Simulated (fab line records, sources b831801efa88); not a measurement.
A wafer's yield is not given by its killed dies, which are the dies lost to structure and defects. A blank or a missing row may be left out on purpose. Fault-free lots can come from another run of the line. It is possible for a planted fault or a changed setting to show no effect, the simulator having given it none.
Split-lot study    flow sky130    route with 708 steps; 5 lots, 23 wafers read

== THE SPLIT ==
At SKY_VT_ADJUST_LVTN_COAT_02 (resist thk 3000 nm), the setting resist_thk_nm was moved away from the recipe's 3000 nm on 9 of the 23 wafers read, by -5.0% to +4.3%. This setting was run at the recipe's value on the other wafers.

The reading is taken at the split's own step.

== THE READING ==
coat_of_VT_ADJUST_LVTN_COAT_02.thk_nm (the simulator's own value, which no gauge read), in nm, at SKY_VT_ADJUST_LVTN_COAT_02 (resist thk 3000 nm). The file does not state a usual value for it. Here, 14 wafers ran the recipe; their average is 3000 nm with a standard deviation of 4.8 nm.

wafer   tool, chamber at the split  resist_thk_nm as run, nm  against the recipe  coat_of_VT_ADJUST_LVTN_COAT_02.thk_nm, nm  against lot-mates on the recipe
L074.1  litho_track-01, 0           2850                      -5.0%               2847                                       -150
L074.2  litho_track-01, 0           2850                      -5.0%               2846                                       -151
L074.3  litho_track-01, 0           3000                      recipe              2996                                       -
L074.4  litho_track-01, 0           3000                      recipe              2998                                       -
L074.6  litho_track-01, 0           2850                      -5.0%               2855                                       -142
L076.2  litho_track-02, 0           3129                      +4.3%               3127                                       +125
L076.3  litho_track-02, 0           3129                      +4.3%               3122                                       +120
L076.4  litho_track-02, 0           3000                      recipe              2999                                       -
L076.5  litho_track-02, 0           3129                      +4.3%               3133                                       +131
L076.6  litho_track-02, 0           3000                      recipe              3005                                       -
L078.1  litho_track-04, 0           3000                      recipe              3002                                       -
L078.4  litho_track-04, 0           3000                      recipe              3002                                       -
L078.2  litho_track-04, 0           3000                      recipe              3006                                       -
L078.3  litho_track-04, 0           3000                      recipe              3006                                       -
L078.6  litho_track-04, 0           3000                      recipe              3001                                       -
L080.2  litho_track-02, 0           3000                      recipe              2993                                       -
L080.6  litho_track-02, 0           3000                      recipe              2993                                       -
L080.4  litho_track-02, 0           3000                      recipe              2992                                       -
L084.1  litho_track-01, 0           2915                      -2.8%               2918                                       -84
L084.2  litho_track-01, 0           3000                      recipe              3006                                       -
L084.3  litho_track-01, 0           2915                      -2.8%               2913                                       -90
L084.4  litho_track-01, 0           3000                      recipe              2999                                       -
L084.6  litho_track-01, 0           2915                      -2.8%               2910                                       -92

FIT RESULTS
A straight line over all 23 wafers: coat_of_VT_ADJUST_LVTN_COAT_02.thk_nm changes by +30 nm for each +1% of resist_thk_nm; r = +1.00; the points scatter about the line by 4.8 nm.
The same after taking each lot's own level away (the mean of its wafers on the recipe; 23 wafers): +29.6 nm for each +1%; r = +1.00; scatter 3.6 nm.
The reading moves by 1.5e+02 nm for the largest change in resist_thk_nm, on that fit.
The span of the lots' own levels, 2992.7 to 3003.4 nm, comes to 2.2 times the standard deviation stated above.
Hence the lot-to-lot level has little effect on the slope; both slopes agree.
Check: with one of the wafers moved furthest among these (-5.0%) left out of the fit, the line predicts -149 nm for it against its lot-mates. It came out at -150 nm against them.

== THESE WAFERS: OTHER SPLITS ==
Note: prior to the reading, these wafers also went through further splits. Each is held against what the fit with the lots' levels taken away leaves over:
other split on the same wafers  wafers away from the commonest value  r with coat_of_VT_ADJUST_LVTN_COAT_02.thk_nm (lot level and that fit taken away)
SKY_NWELL_IMPLANT_24 dose_cm2   8                                     -0.20

== THE WHOLE CHAIN: every reading that the file lists as answering this split, in the file's order ==
step                         what it does        reading                                                                                 change (the file's fit)               r (the file's)
SKY_VT_ADJUST_LVTN_COAT_02   resist thk 3000 nm  coat_of_VT_ADJUST_LVTN_COAT_02.thk_nm (the simulator's own value, which no gauge read)  +29.7 nm for each +1% of the setting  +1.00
SKY_VT_ADJUST_LVTN_STRIP_09  strips in O2/N2     strip_time_to_endpoint_s                                                                withheld for each +1% of the setting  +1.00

== THE FILE'S OWN FIT ==
coat_of_VT_ADJUST_LVTN_COAT_02.thk_nm changes by +29.7 nm for each +1% of resist_thk_nm, r = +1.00.
